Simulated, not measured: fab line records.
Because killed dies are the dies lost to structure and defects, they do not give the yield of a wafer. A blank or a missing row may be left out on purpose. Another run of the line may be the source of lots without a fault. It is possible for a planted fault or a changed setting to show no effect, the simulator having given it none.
2 desks looking at one fault :: flow gf180mcu :: each desk has only its own numbers; what lay behind them comes last

AT THE TOOL OWNER'S DESK: rie-diel-03
The tool's own readings at GF_STI_ETCH_13 (etches the open film in CHF3/O2, stops on Si, target depth 282.31 nm, time 112.9 s): means of the sampled wafers that have a number, for each lot that ran on this tool. Any lot whose mean is over 4 standard deviations away from the usual mean is out of limits and marked OUT; that distance is given in the brackets.
Columns: A = drypump-motor-current-A at GF_STI_ETCH_13, usual 5.7 A; B = oes-product-au at GF_STI_ETCH_13, usual 0.831 a.u.; C = throttle-valve-pct at GF_STI_ETCH_13, usual 8.810 %
lot: L799
first seen here: day 2 22:08
A: 6.0
B: 0.830
C: 8.815

lot: L801
first seen here: day 3 08:22
A: 5.7
B: 0.757 (-11) OUT
C: 8.789

lot: L804
first seen here: day 3 23:41
A: 5.7
B: 0.756 (-11) OUT
C: 8.789

lot: L815
first seen here: day 6 09:31
A: 5.7
B: 0.826
C: 8.808

lot: L818
first seen here: day 6 23:53
A: 5.8
B: 0.834
C: 8.807
This desk's finding: out of limits on L801, L804; first on L801, day 3 08:22 (oes-product-au at GF_STI_ETCH_13). In limits: L799, L815, L818.

THE METROLOGY DESK
What the gauges read, lot by lot, whatever tool the lot ran on: means of the sampled wafers that have a number. Any lot whose mean is over 4 standard deviations away from the usual mean is out of limits and marked OUT; that distance is given in the brackets.
Columns: A = INCOMING_BOW at GF_STI_BOW_MEAS_00, usual 0 um
lot: L798
first seen here: day 2 01:01
A: 3

lot: L799
first seen here: day 2 06:00
A: 1

lot: L801
first seen here: day 2 16:00
A: 1

lot: L804
first seen here: day 3 07:00
A: -4

lot: L810
first seen here: day 4 13:02
A: 10

lot: L811
first seen here: day 4 18:00
A: -2

lot: L812
first seen here: day 4 23:01
A: -4

lot: L815
first seen here: day 5 14:00
A: 7

lot: L816
first seen here: day 5 19:00
A: 5

lot: L817
first seen here: day 6 00:01
A: 2

lot: L818
first seen here: day 6 05:00
A: 3
Result from this desk: across the 11 lots, nothing is out of limits.

TAKEN TOGETHER
An alarm could have come from the tool owner's desk at day 3 08:22, on L801, L804.
At the metrology desk, nothing out of limits was observed.
The metrology desk holds a record of L801, L804, inside its limits.
GF_STI_ETCH_13 was run on rie-diel-03 by each of the lots named.

WHAT THE SIMULATOR PUT IN
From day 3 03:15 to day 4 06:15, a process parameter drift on rie-diel-03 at GF_STI_ETCH_13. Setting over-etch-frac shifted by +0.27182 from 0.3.
Struck lots among those shown: L801, L804.
Hours from the fault's start to each desk's first reading out of limits: the tool owner's desk, 5.
